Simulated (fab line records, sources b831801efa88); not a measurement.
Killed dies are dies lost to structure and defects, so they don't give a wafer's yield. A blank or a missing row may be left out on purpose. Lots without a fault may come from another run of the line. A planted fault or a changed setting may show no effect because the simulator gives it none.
Which tool did it? | flow gf180mcu | 12 lots, 35 wafers sampled, at 4 steps of a route of 602

WHAT THE GAUGES READ, wafer by wafer
GF_V5_CD_MEAS_14: target cd 260 nm.
lot  | measured     | on        | cd_nm (nm)
L673 | day 27 04:26 | cd_sem-01 | 259.4 259.8 259.6
L676 | day 28 05:51 | cd_sem-01 | 261.2 260.1 258.9
L678 | day 28 20:04 | cd_sem-02 | 262.2 262.1 261.5
L679 | day 29 02:25 | cd_sem-02 | 259.3 258.4 258.2
L682 | day 30 03:13 | cd_sem-02 | 260.4 260.2 261.0
L683 | day 30 06:07 | cd_sem-02 | 262.0 261.9 261.9
L684 | day 30 19:43 | cd_sem-02 | 258.9 259.8 258.0
L685 | day 30 23:10 | cd_sem-01 | 258.1 259.1 257.7
L687 | day 31 09:58 | cd_sem-01 | 274.2 274.2
L688 | day 31 14:25 | cd_sem-01 | 272.3 273.3 272.5
L689 | day 31 20:43 | cd_sem-01 | 271.6 270.3 270.4
L690 | day 32 06:16 | cd_sem-02 | 267.5 267.5 267.3

WHICH TOOL RAN EACH LOT (tool, then ch and the chambers of the sampled wafers, then the start)
lot  | GF_M3_METAL_ETCH_16               | GF_V5_CVD_02                    | GF_V5_EXPOSE_11
L673 | rie_metal-03 ch 0,1, day 21 11:31 | pecvd-03 ch 0,1,2, day 26 08:16 | krf_scanner-02 ch 0, day 26 19:02
L676 | rie_metal-01 ch 0,1, day 22 13:01 | pecvd-01 ch 1,2, day 27 09:49   | krf_scanner-02 ch 0, day 27 19:59
L678 | rie_metal-02 ch 0, day 23 06:57   | pecvd-03 ch 0,1,2, day 28 00:16 | krf_scanner-01 ch 0, day 28 10:29
L679 | rie_metal-03 ch 0,1, day 23 12:38 | pecvd-02 ch 1,2, day 28 05:59   | krf_scanner-02 ch 0, day 28 16:29
L682 | rie_metal-01 ch 0, day 24 19:31   | pecvd-02 ch 0,2, day 29 08:04   | krf_scanner-01 ch 0, day 29 17:49
L683 | rie_metal-01 ch 0,1, day 24 23:43 | pecvd-02 ch 0,1,2, day 29 11:07 | krf_scanner-01 ch 0, day 29 21:29
L684 | rie_metal-02 ch 0,1, day 25 12:54 | pecvd-03 ch 0,2, day 30 00:44   | krf_scanner-02 ch 0, day 30 10:18
L685 | rie_metal-03 ch 0,1, day 25 18:35 | pecvd-01 ch 1,2, day 30 04:47   | krf_scanner-02 ch 0, day 30 14:28
L687 | rie_metal-03 ch 0,1, day 26 08:55 | pecvd-03 ch 0,1, day 30 15:37   | krf_scanner-02 ch 0, day 31 01:19
L688 | rie_metal-03 ch 0,1, day 26 12:56 | pecvd-01 ch 0,1,2, day 30 20:35 | krf_scanner-02 ch 0, day 31 05:22
L689 | rie_metal-02 ch 0,1, day 26 19:57 | pecvd-01 ch 0,2, day 31 02:38   | krf_scanner-02 ch 0, day 31 12:04
L690 | rie_metal-01 ch 0,1, day 27 09:22 | pecvd-03 ch 0,1,2, day 31 13:28 | krf_scanner-02 ch 0, day 31 22:07
- GF_M3_METAL_ETCH_16: etches the open film in Cl2/BCl3, stops on SiO2, target depth 750.8 nm, time 125.1 s.
- GF_V5_CVD_02: deposits SiO2 from TEOS, target thk 1450 nm, time 163.28 s.
- GF_V5_EXPOSE_11: exposes mask Via5, target cd 260 nm.

WHAT THE TOOLS THEMSELVES READ (means of the sampled wafers that have a number; where no wafer has one, the mark that the record gives instead)
GF_M3_METAL_ETCH_16.
lot  | tool         | drypump_motor_current_A (A) | oes_product_au (a.u.) | throttle_valve_pct (%)
L673 | rie_metal-03 | 5.5                         | 0.979                 | 28.241
L676 | rie_metal-01 | 5.7                         | 0.987                 | 28.233
L678 | rie_metal-02 | 5.2                         | 0.995                 | 28.222
L679 | rie_metal-03 | 5.6                         | 0.984                 | 28.224
L682 | rie_metal-01 | 5.9                         | 0.989                 | 28.231
L683 | rie_metal-01 | 5.6                         | 0.994                 | 28.237
L684 | rie_metal-02 | 5.4                         | 0.993                 | 28.226
L685 | rie_metal-03 | 5.5                         | 0.992                 | 28.229
L687 | rie_metal-03 | 5.7                         | 0.988                 | 28.232
L688 | rie_metal-03 | 5.5                         | 0.987                 | 28.226
L689 | rie_metal-02 | 5.4                         | 0.991                 | 28.220
L690 | rie_metal-01 | 5.8                         | 0.991                 | 28.235

GF_V5_CVD_02.
lot  | tool     | heater_power_w (W)
L673 | pecvd-03 | 684
L676 | pecvd-01 | 611
L678 | pecvd-03 | 648
L679 | pecvd-02 | 711
L682 | pecvd-02 | 678
L683 | pecvd-02 | 622
L684 | pecvd-03 | 625
L685 | pecvd-01 | 655
L687 | pecvd-03 | 637
L688 | pecvd-01 | 621
L689 | pecvd-01 | 633
L690 | pecvd-03 | 700

GF_V5_EXPOSE_11.
lot  | tool           | exposure_dose_mJ_cm2
L673 | krf_scanner-02 | 37.95
L676 | krf_scanner-02 | 37.94
L678 | krf_scanner-01 | 37.97
L679 | krf_scanner-02 | 37.92
L682 | krf_scanner-01 | 37.98
L683 | krf_scanner-01 | 37.90
L684 | krf_scanner-02 | 37.89
L685 | krf_scanner-02 | 37.95
L687 | krf_scanner-02 | 41.16
L688 | krf_scanner-02 | 41.17
L689 | krf_scanner-02 | 40.59
L690 | krf_scanner-02 | 39.58

THE ANSWER, worked out from the rows above alone
Rule: what is usual is taken from the lots themselves. Put in order of their means at a reading, lots are off if they are a third of the lots or fewer, leave a main group of 4 or more, and stand apart from it by a gap of 3 or more times the standard deviation of the main group's means; of several such gaps the widest counts. A main group whose means are all the same, to the digits that the tables above print for the reading, isn't used. A lot without any number at a reading at which 4 lots or more have one is off too. The other lots that the step has rows for count as sound. The gauges are gone through in route order, then the tools' own readings, and for those a lot's mean is taken as printed above. The first step at which some lot is off is used, and at that step the reading that is off furthest; a lot without a number counts as furthest.
Off: L687, L688, L689, L690, at GF_V5_CD_MEAS_14 (cd_nm). The main group: mean 260.0 nm, standard deviation 1.3.
A tool fits if, at a process step before that reading, it ran every lot that is off, and no sound lot after the first of them. The gauges at GF_V5_CD_MEAS_14 aren't tried: what is off there is off at GF_V5_EXPOSE_11 too, on other tools, and a gauge's error can't cause that. One fits: krf_scanner-02 at GF_V5_EXPOSE_11. Its last sound lot is L685 (day 30 14:28), its first lot that is off L687 (day 31 01:19): a fault that began between those two fits.
The tool's own readings at GF_V5_EXPOSE_11 bear it out: on the lots that are off they differ by more than 5 times the standard deviation of the sound lots' means. exposure_dose_mJ_cm2 reads 40.62 there against 37.94 on the sound lots.

WHAT THE SIMULATOR HAD PUT IN
Process parameter drift: krf_scanner-02, from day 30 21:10 on, at GF_V5_EXPOSE_11. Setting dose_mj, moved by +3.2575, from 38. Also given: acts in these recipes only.
Lots struck among those shown: L687, L688, L689, L690. The rule above found the same.
